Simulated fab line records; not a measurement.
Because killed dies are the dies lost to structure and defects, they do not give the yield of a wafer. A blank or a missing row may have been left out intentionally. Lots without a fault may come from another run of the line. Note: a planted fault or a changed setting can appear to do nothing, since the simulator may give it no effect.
The tool behind it: which one? :: flow sky130 :: 10 lots, 30 wafers sampled, at 5 steps of a route of 708

== WHAT THE GAUGES SHOWED, per wafer ==
SKY_PASSIVATION_THK_MEAS_03.
lot: L215
measured: day 43 18:47
on: filmMetro-02
PASSIVATION_CVD_02_THK (nm): 530 533 543

lot: L219
measured: day 45 01:26
on: filmMetro-02
PASSIVATION_CVD_02_THK (nm): 542 546 542

lot: L223
measured: day 45 21:04
on: filmMetro-01
PASSIVATION_CVD_02_THK (nm): 532 538 544

lot: L224
measured: day 46 04:28
on: filmMetro-01
PASSIVATION_CVD_02_THK (nm): 537 539 545

lot: L225
measured: day 46 13:04
on: filmMetro-01
PASSIVATION_CVD_02_THK (nm): 523 537 525

lot: L229
measured: day 47 11:11
on: filmMetro-01
PASSIVATION_CVD_02_THK (nm): 528 526 540

lot: L232
measured: day 47 22:46
on: filmMetro-03
PASSIVATION_CVD_02_THK (nm): 209 207 209

lot: L233
measured: day 48 01:44
on: filmMetro-01
PASSIVATION_CVD_02_THK (nm): 531 529 540

lot: L238
measured: day 49 12:15
on: filmMetro-01
PASSIVATION_CVD_02_THK (nm): 531 531 540

lot: L237
measured: day 49 18:08
on: filmMetro-03
PASSIVATION_CVD_02_THK (nm): 200 212 211

== WHAT TOOL EACH LOT RAN ON (gives the tool, then ch and the chambers of the sampled wafers, and finally the start) ==
lot: L215
SKY_VIA4_ETCH_12: rieDiel-04 ch 0,2,3, day 42 17:38
SKY_VIA4_STRIP_13: plasmaAsher-01 ch 0,1, day 42 17:42
SKY_VIA4_CVD_18: cvdW-02 ch 0,1, day 42 18:23
SKY_PASSIVATION_CVD_02: pecvd-04 ch 0,1,2, day 43 18:34

lot: L219
SKY_VIA4_ETCH_12: rieDiel-03 ch 1,2,3, day 44 00:23
SKY_VIA4_STRIP_13: plasmaAsher-04 ch 0,1, day 44 00:27
SKY_VIA4_CVD_18: cvdW-02 ch 0,1, day 44 01:07
SKY_PASSIVATION_CVD_02: pecvd-03 ch 0,1,2, day 45 01:13

lot: L223
SKY_VIA4_ETCH_12: rieDiel-03 ch 2,3, day 44 20:50
SKY_VIA4_STRIP_13: plasmaAsher-01 ch 0,1, day 44 20:54
SKY_VIA4_CVD_18: cvdW-01 ch 0, day 44 21:34
SKY_PASSIVATION_CVD_02: pecvd-01 ch 1,2, day 45 20:50

lot: L224
SKY_VIA4_ETCH_12: rieDiel-03 ch 2,3, day 45 04:37
SKY_VIA4_STRIP_13: plasmaAsher-02 ch 0,1, day 45 04:41
SKY_VIA4_CVD_18: cvdW-02 ch 0,1, day 45 05:20
SKY_PASSIVATION_CVD_02: pecvd-03 ch 0,1, day 46 04:14

lot: L225
SKY_VIA4_ETCH_12: rieDiel-03 ch 0,1,3, day 45 14:38
SKY_VIA4_STRIP_13: plasmaAsher-02 ch 0,1, day 45 14:44
SKY_VIA4_CVD_18: cvdW-01 ch 0,1, day 45 15:25
SKY_PASSIVATION_CVD_02: pecvd-04 ch 0,1, day 46 12:49

lot: L229
SKY_VIA4_ETCH_12: rieDiel-04 ch 0,1, day 46 11:02
SKY_VIA4_STRIP_13: plasmaAsher-04 ch 0,1, day 46 11:06
SKY_VIA4_CVD_18: cvdW-01 ch 0,1, day 46 12:17
SKY_PASSIVATION_CVD_02: pecvd-04 ch 0,2, day 47 10:58

lot: L232
SKY_VIA4_ETCH_12: rieDiel-04 ch 0,2,3, day 47 01:01
SKY_VIA4_STRIP_13: plasmaAsher-01 ch 0,1, day 47 01:05
SKY_VIA4_CVD_18: cvdW-01 ch 0, day 47 01:47
SKY_PASSIVATION_CVD_02: pecvd-03 ch 0,1,2, day 47 22:33

lot: L233
SKY_VIA4_ETCH_12: rieDiel-04 ch 0,2,3, day 47 04:14
SKY_VIA4_STRIP_13: plasmaAsher-02 ch 0,1, day 47 04:19
SKY_VIA4_CVD_18: cvdW-01 ch 0,1, day 47 04:58
SKY_PASSIVATION_CVD_02: pecvd-04 ch 1,2, day 48 01:31

lot: L238
SKY_VIA4_ETCH_12: rieDiel-03 ch 1,3, day 48 16:25
SKY_VIA4_STRIP_13: plasmaAsher-04 ch 0, day 48 16:29
SKY_VIA4_CVD_18: cvdW-01 ch 0,1, day 48 17:08
SKY_PASSIVATION_CVD_02: pecvd-04 ch 0,1, day 49 12:01

lot: L237
SKY_VIA4_ETCH_12: rieDiel-02 ch 0,1, day 48 21:55
SKY_VIA4_STRIP_13: plasmaAsher-02 ch 0,1, day 48 22:01
SKY_VIA4_CVD_18: cvdW-01 ch 0,1, day 48 22:41
SKY_PASSIVATION_CVD_02: pecvd-03 ch 0,1,2, day 49 17:53
- SKY_VIA4_ETCH_12: etches SiO2 in C4F8/O2/Ar, stops on TiN, target depth 580 nm.
- SKY_VIA4_STRIP_13: strips in O2/N2.
- SKY_VIA4_CVD_18: deposits W, target thk 505 nm, time 152.14 s.
- SKY_PASSIVATION_CVD_02: deposits Si3N4, target thk 540 nm.

== THE ANSWER, worked out from the rows above alone ==
Rule: the usual values come from the lots themselves. The widest of any qualifying gaps counts: lots, ordered by their means at a reading, are off when they make up no more than a third of the lots, leave a main group of 4 or more, and stand apart from it by 3 or more times the standard deviation of that group's means. Not used: any main group whose means are identical at the precision the tables above print for the reading. Also off: a lot with no number at a reading for which 4 or more lots have one. Any other lot the step has rows for is counted as sound.
Off: L232, L237, seen at SKY_PASSIVATION_THK_MEAS_03 (PASSIVATION_CVD_02_THK). Mean 536 nm and standard deviation 4.6 in the main group.
If a tool, at a process step before that reading, ran all the lots that are off and no sound lot after the first of them, it fits. Those tools and the gauges at SKY_PASSIVATION_THK_MEAS_03 are tried in the same way. Can't be told from this: 2 tools fit, pecvd-03 at SKY_PASSIVATION_CVD_02, filmMetro-03 at SKY_PASSIVATION_THK_MEAS_03.

== WHAT WAS PUT IN BY THE SIMULATOR ==
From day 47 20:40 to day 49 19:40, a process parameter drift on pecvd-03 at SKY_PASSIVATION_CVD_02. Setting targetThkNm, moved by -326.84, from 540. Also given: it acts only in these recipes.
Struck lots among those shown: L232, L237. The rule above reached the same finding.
